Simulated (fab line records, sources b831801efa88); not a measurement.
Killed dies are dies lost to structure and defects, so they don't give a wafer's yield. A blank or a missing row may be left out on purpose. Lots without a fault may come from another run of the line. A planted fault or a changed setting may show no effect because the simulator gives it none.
Which tool did it? | flow sky130 | 14 lots, 42 wafers sampled, at 1 step of a route of 708

WHAT THE GAUGES READ, wafer by wafer
SKY_VIA4_OVL_MEAS_11. Usual: VIA4_OVL 0.0 nm, standard deviation 1.5.
lot  | measured     | on         | VIA4_OVL (nm)  | flag
L839 | day 43 23:34 | overlay-02 | 1.1 1.3 1.5    |
L838 | day 44 02:41 | overlay-02 | 0.0 -0.6 -1.9  |
L840 | day 44 06:52 | overlay-01 | -0.2 1.1 0.2   |
L841 | day 44 08:10 | overlay-01 | 1.9 -0.4 0.0   |
L844 | day 45 08:49 | overlay-01 | -0.4 -1.2 -1.3 |
L846 | day 45 10:15 | overlay-02 | -1.0 -1.8 -1.3 |
L845 | day 45 10:34 | overlay-01 | -0.9 -1.3 -1.5 |
L849 | day 46 07:51 | overlay-01 | -0.6 -0.1 -0.2 |
L854 | day 47 05:24 | overlay-02 | 1.8 3.1 3.3    |
L857 | day 48 01:19 | overlay-02 | 0.8 1.6 0.1    |
L858 | day 48 09:11 | overlay-02 | -1.2 -0.2 0.5  |
L859 | day 48 13:43 | overlay-01 | -1.7 -2.4 -0.7 |
L861 | day 48 17:49 | overlay-02 | -1.8 -3.1 -2.4 |
L860 | day 48 22:22 | overlay-01 | -2.4 -2.3 -2.1 |

WHICH TOOL RAN EACH LOT (tool, then ch and the chambers of the sampled wafers, then the start)
The record holds no process step before these readings.

WHAT THE TOOLS THEMSELVES READ (means of the sampled wafers that have a number; where no wafer has one, the mark that the record gives instead)
The record holds no such reading with a usual standard deviation.

THE ANSWER, worked out from the rows above alone
Rule: a lot is off if the mean of its wafers that have a number lies more than 3 standard deviations from the usual mean. A lot without any number at a reading at which 4 lots or more have one is off too. The other lots that the step has rows for count as sound. The gauges are gone through in route order, then the tools' own readings, and for those a lot's mean is taken as printed above. The first step at which some lot is off is used, and at that step the reading that is off furthest; a lot without a number counts as furthest.
No lot is off at any reading shown: from this, nothing can be told.

WHAT THE SIMULATOR HAD PUT IN
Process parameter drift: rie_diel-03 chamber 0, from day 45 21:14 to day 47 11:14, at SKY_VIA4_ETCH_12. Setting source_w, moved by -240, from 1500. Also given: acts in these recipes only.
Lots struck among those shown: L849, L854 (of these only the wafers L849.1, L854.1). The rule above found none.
